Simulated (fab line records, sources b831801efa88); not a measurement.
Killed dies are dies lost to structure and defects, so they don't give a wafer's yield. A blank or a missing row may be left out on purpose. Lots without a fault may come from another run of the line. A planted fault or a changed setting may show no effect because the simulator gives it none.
Which tool did it? | flow sky130 | 12 lots, 35 wafers sampled, at 5 steps of a route of 708

WHAT THE GAUGES READ, wafer by wafer
SKY_VIA4_THK_MEAS_01. Usual: VIA4_HDPCVD_THK 1751 nm, standard deviation 20.
lot  | measured     | on            | VIA4_HDPCVD_THK (nm) | flag
L791 | day 43 15:10 | film_metro-02 | 1790 1754 1756       |
L793 | day 43 23:47 | film_metro-01 | 1791 1757 1797       |
L794 | day 44 08:35 | film_metro-02 | 1767 1728 1730       |
L795 | day 44 09:19 | film_metro-01 | 1740 1771 1752       |
L796 | day 44 12:06 | film_metro-02 | 1763 1754 1783       |
L797 | day 44 12:01 | film_metro-01 | 1721 1746 1739       |
L805 | day 49 01:05 | film_metro-02 | 1751 1761 1739       |
L806 | day 49 10:49 | film_metro-01 | 1734 1760 1720       |
L809 | day 49 11:56 | film_metro-01 | 1715 1734 1726       |
L808 | day 49 13:20 | film_metro-04 | 1750 3101            | OFF
L811 | day 49 13:50 | film_metro-01 | 1748 1742 1749       |
L812 | day 49 15:15 | film_metro-02 | 1749 1716 1747       |

WHICH TOOL RAN EACH LOT (tool, then ch and the chambers of the sampled wafers, then the start)
lot  | SKY_METAL2_SPUTTER_01        | SKY_VIA3_CMP_02               | SKY_VIA3_ETCH_15                   | SKY_VIA4_HDPCVD_00
L791 | pvd_sputter-02, day 35 16:49 | cmp-02 ch 0,1, day 40 06:58   | rie_diel-04 ch 0,1, day 41 09:02   | hdpcvd-02 ch 1,2, day 43 14:59
L793 | pvd_sputter-02, day 36 00:32 | cmp-02 ch 0,1,3, day 40 14:58 | rie_diel-03 ch 1,2,3, day 41 16:55 | hdpcvd-02 ch 0,2, day 43 23:35
L794 | pvd_sputter-01, day 36 10:37 | cmp-01 ch 0,1,2, day 41 00:57 | rie_diel-04 ch 1,2, day 42 03:04   | hdpcvd-02 ch 0,2, day 44 08:23
L795 | pvd_sputter-02, day 36 12:10 | cmp-02 ch 0,2,3, day 41 01:39 | rie_diel-03 ch 0,3, day 42 04:13   | hdpcvd-01 ch 0,2, day 44 09:07
L796 | pvd_sputter-01, day 36 15:26 | cmp-01 ch 0,2,3, day 41 04:48 | rie_diel-04 ch 0,1,3, day 42 06:37 | hdpcvd-02 ch 0,1,2, day 44 11:55
L797 | pvd_sputter-02, day 36 16:17 | cmp-01 ch 0,1,3, day 41 05:30 | rie_diel-03 ch 0,1,2, day 42 06:58 | hdpcvd-01 ch 0,1, day 44 11:50
L805 | pvd_sputter-04, day 42 01:37 | cmp-01 ch 1,2, day 46 06:54   | rie_diel-01 ch 1,2,3, day 47 04:45 | hdpcvd-02 ch 0,2, day 49 00:53
L806 | pvd_sputter-02, day 42 13:52 | cmp-02 ch 0,2, day 46 17:26   | rie_diel-04 ch 0,2,3, day 47 15:36 | hdpcvd-01 ch 0,1, day 49 10:37
L809 | pvd_sputter-04, day 42 15:20 | cmp-01 ch 1,2,3, day 46 19:03 | rie_diel-03 ch 1,2,3, day 47 17:28 | hdpcvd-02 ch 0,1,2, day 49 11:46
L808 | pvd_sputter-01, day 42 17:39 | cmp-01 ch 1,2, day 46 20:22   | rie_diel-03 ch 0,2, day 47 19:03   | hdpcvd-02 ch 0,2, day 49 13:08
L811 | pvd_sputter-04, day 42 18:20 | cmp-01 ch 1,2,3, day 46 21:23 | rie_diel-03 ch 1,2, day 47 19:46   | hdpcvd-01 ch 1,2, day 49 13:40
L812 | pvd_sputter-01, day 42 21:51 | cmp-02 ch 2,3, day 46 22:58   | rie_diel-01 ch 0,2,3, day 47 21:58 | hdpcvd-01 ch 0,1,2, day 49 15:08
- SKY_METAL2_SPUTTER_01: material TiN, target thk 20 nm, time 16.7 s.
- SKY_VIA3_CMP_02: polishes SiO2.
- SKY_VIA3_ETCH_15: etches SiO2 in C4F8/O2/Ar, stops on TiN, target depth 507 nm, time 78 s.
- SKY_VIA4_HDPCVD_00: deposits SiO2, target thk 1750 nm, time 291.7 s.

WHAT THE TOOLS THEMSELVES READ (means of the sampled wafers that have a number; where no wafer has one, the mark that the record gives instead)
SKY_METAL2_SPUTTER_01. Usual: throttle_valve_pct 29.4 %, standard deviation 0.98.
lot  | tool           | throttle_valve_pct (%) | flag
L791 | pvd_sputter-02 | 29.9                   |
L793 | pvd_sputter-02 | 30.1                   |
L794 | pvd_sputter-01 | 28.8                   |
L795 | pvd_sputter-02 | 29.6                   |
L796 | pvd_sputter-01 | 29.0                   |
L797 | pvd_sputter-02 | 29.6                   |
L805 | pvd_sputter-04 | 29.4                   |
L806 | pvd_sputter-02 | 30.2                   |
L809 | pvd_sputter-04 | 30.3                   |
L808 | pvd_sputter-01 | 29.1                   |
L811 | pvd_sputter-04 | 30.7                   |
L812 | pvd_sputter-01 | 28.7                   |

SKY_VIA3_CMP_02. Usual: head_pressure_psi 4.000 psi, standard deviation 0.0095; motor_current_A 12.4 A, standard deviation 1.
lot  | tool   | head_pressure_psi (psi) | motor_current_A (A) | flag
L791 | cmp-02 | 3.993                   | 11.9                |
L793 | cmp-02 | 3.995                   | 12.6                |
L794 | cmp-01 | 4.012                   | 13.0                |
L795 | cmp-02 | 4.004                   | 12.3                |
L796 | cmp-01 | 3.990                   | 13.2                |
L797 | cmp-01 | 3.998                   | 11.6                |
L805 | cmp-01 | 4.010                   | 13.1                |
L806 | cmp-02 | 3.998                   | 12.0                |
L809 | cmp-01 | 3.991                   | 12.0                |
L808 | cmp-01 | 4.005                   | 12.7                |
L811 | cmp-01 | 3.998                   | 12.3                |
L812 | cmp-02 | 4.000                   | 12.4                |

SKY_VIA3_ETCH_15. Usual: oes_product_au 0.946 a.u., standard deviation 0.0048; rf_fwd_power_W 1488 W, standard deviation 4.4.
lot  | tool        | oes_product_au (a.u.) | rf_fwd_power_W (W) | flag
L791 | rie_diel-04 | 0.951                 | 1492               |
L793 | rie_diel-03 | 0.950                 | 1486               |
L794 | rie_diel-04 | 0.949                 | 1492               |
L795 | rie_diel-03 | 0.946                 | 1491               |
L796 | rie_diel-04 | 0.948                 | 1488               |
L797 | rie_diel-03 | 0.944                 | 1486               |
L805 | rie_diel-01 | 0.949                 | 1490               |
L806 | rie_diel-04 | 0.944                 | 1485               |
L809 | rie_diel-03 | 0.947                 | 1487               |
L808 | rie_diel-03 | 0.948                 | 1486               |
L811 | rie_diel-03 | 0.951                 | 1490               |
L812 | rie_diel-01 | 0.946                 | 1489               |

THE ANSWER, worked out from the rows above alone
Rule: a lot is off if the mean of its wafers that have a number lies more than 3 standard deviations from the usual mean. A lot without any number at a reading at which 4 lots or more have one is off too. The other lots that the step has rows for count as sound. The gauges are gone through in route order, then the tools' own readings, and for those a lot's mean is taken as printed above. The first step at which some lot is off is used, and at that step the reading that is off furthest; a lot without a number counts as furthest.
Off: L808, at SKY_VIA4_THK_MEAS_01 (VIA4_HDPCVD_THK).
A tool fits if, at a process step before that reading, it ran every lot that is off, and no sound lot after the first of them. The gauges at SKY_VIA4_THK_MEAS_01 are tried like those tools. Can't be told from this: 2 tools fit, hdpcvd-02 at SKY_VIA4_HDPCVD_00, film_metro-04 at SKY_VIA4_THK_MEAS_01.

WHAT THE SIMULATOR HAD PUT IN
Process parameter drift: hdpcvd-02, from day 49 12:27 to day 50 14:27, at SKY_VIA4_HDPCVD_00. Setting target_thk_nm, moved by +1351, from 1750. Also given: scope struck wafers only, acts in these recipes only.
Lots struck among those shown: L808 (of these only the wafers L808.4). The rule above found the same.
